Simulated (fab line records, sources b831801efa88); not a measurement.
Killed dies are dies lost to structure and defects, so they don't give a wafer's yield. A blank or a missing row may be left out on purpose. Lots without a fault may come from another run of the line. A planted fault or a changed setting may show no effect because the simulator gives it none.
Split-lot experiment | flow sfq_line | 5 lots, 23 wafers read, on a route of 325 steps

THE SPLIT
At SFQ_TRILAYER_I2_VIA_LITHO_EXPOSE_068 (exposes mask I2, target cd 500 nm), the setting dose_mj was moved away from the recipe's 21.3 on 7 of the 23 wafers read, by +2.1% to +5.5%. The other wafers ran this setting at the recipe's value.

FROM THE SPLIT TO THE READING: what the file shows between them, 1 step
- SFQ_TRILAYER_I2_VIA_BARC_OPEN_VIA_ETCH_096: etches BARC in O2, target depth 125 nm, time 41.7 s (also split here: pressure_mtorr)

THE READING
I2.cd_nm (the simulator's own value, which no gauge read), in nm, at SFQ_TRILAYER_I2_VIA_ETCH_VIA_ETCH_070 (etches SiO2 in CHF3, stops on Nb, target depth 260 nm). The file gives no usual value for it. The 16 wafers here that ran the recipe average 484.5 nm, standard deviation 1.7 nm.

wafer  | tool, chamber at the split | dose_mj as run | against the recipe | I2.cd_nm, nm | against lot-mates on the recipe
L076.1 | krf_scanner-01, 0          | 21.3           | recipe             | 482.5        | -
L076.2 | krf_scanner-01, 0          | 22.36          | +5.0%              | 492          | +9.1
L076.3 | krf_scanner-01, 0          | 22.36          | +5.0%              | 493.8        | +10.9
L076.4 | krf_scanner-01, 0          | 21.3           | recipe             | 484.1        | -
L076.6 | krf_scanner-01, 0          | 21.3           | recipe             | 482.1        | -
L078.1 | krf_scanner-01, 0          | 21.3           | recipe             | 482.6        | -
L078.2 | krf_scanner-01, 0          | 21.3           | recipe             | 485.6        | -
L078.4 | krf_scanner-01, 0          | 21.74          | +2.1%              | 485.7        | +1.6
L078.5 | krf_scanner-01, 0          | 21.74          | +2.1%              | 485.6        | +1.5
L078.6 | krf_scanner-01, 0          | 21.74          | +2.1%              | 485.3        | +1.2
L079.2 | krf_scanner-02, 0          | 21.3           | recipe             | 484.4        | -
L079.3 | krf_scanner-02, 0          | 21.3           | recipe             | 483.3        | -
L079.4 | krf_scanner-02, 0          | 21.3           | recipe             | 484.7        | -
L079.5 | krf_scanner-02, 0          | 21.3           | recipe             | 483.7        | -
L079.6 | krf_scanner-02, 0          | 21.3           | recipe             | 483.7        | -
L080.3 | krf_scanner-02, 0          | 21.3           | recipe             | 483.9        | -
L080.5 | krf_scanner-02, 0          | 21.3           | recipe             | 486.5        | -
L080.6 | krf_scanner-02, 0          | 21.3           | recipe             | 482.9        | -
L084.1 | krf_scanner-02, 0          | 21.3           | recipe             | 487.3        | -
L084.2 | krf_scanner-02, 0          | 22.47          | +5.5%              | 496.2        | +9.1
L084.3 | krf_scanner-02, 0          | 21.3           | recipe             | 487.1        | -
L084.5 | krf_scanner-02, 0          | 21.3           | recipe             | 486.9        | -
L084.6 | krf_scanner-02, 0          | 22.47          | +5.5%              | 495.2        | +8.1

THE FIT
A straight line over all 23 wafers: I2.cd_nm changes by +1.81 nm for each +1% of dose_mj; r = +0.90; the points scatter about the line by 1.8 nm.
The same after taking each lot's own level away (the mean of its wafers on the recipe; 23 wafers): +1.7 nm for each +1%; r = +0.94; scatter 1.3 nm.
On that fit, the largest move of dose_mj shifts the reading by 9.3 nm.
The lots' own levels span 482.90 to 487.10 nm, that is 2.5 times the standard deviation above.
So the lot-to-lot level changes the slope little: the two slopes agree.
Check: with one of the wafers moved furthest among these (+5.5%) left out of the fit, the line predicts +9.14 nm for it against its lot-mates. It came out at +9.1 nm against them.

OTHER SPLITS ON THESE WAFERS
These wafers also went through other splits before the reading. Each is held against what the fit with the lots' levels taken away leaves over:
other split on the same wafers                            | wafers away from the commonest value | r with I2.cd_nm (lot level and that fit taken away)
SFQ_TRILAYER_I1_VIA_ETCH_VIA_ETCH_052 source_w            | 8                                    | +0.03
SFQ_TRILAYER_I2_VIA_BARC_OPEN_VIA_ETCH_096 pressure_mtorr | 15                                   | +0.10

THE WHOLE CHAIN: every reading that the file lists as answering this split, in the file's order
step                                       | what it does                                          | reading                                                   | change (the file's fit)              | r (the file's)
SFQ_TRILAYER_I2_VIA_BARC_OPEN_VIA_ETCH_096 | etches BARC in O2, target depth 125 nm, time 41.7 s   | I2.cd_nm (the simulator's own value, which no gauge read) | +1.54 nm for each +1% of the setting | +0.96
SFQ_TRILAYER_I2_VIA_ETCH_VIA_ETCH_070      | etches SiO2 in CHF3, stops on Nb, target depth 260 nm | I2.cd_nm (the simulator's own value, which no gauge read) | +1.69 nm for each +1% of the setting | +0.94

THE FILE'S OWN FIT
I2.cd_nm changes by +1.69 nm for each +1% of dose_mj, r = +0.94.
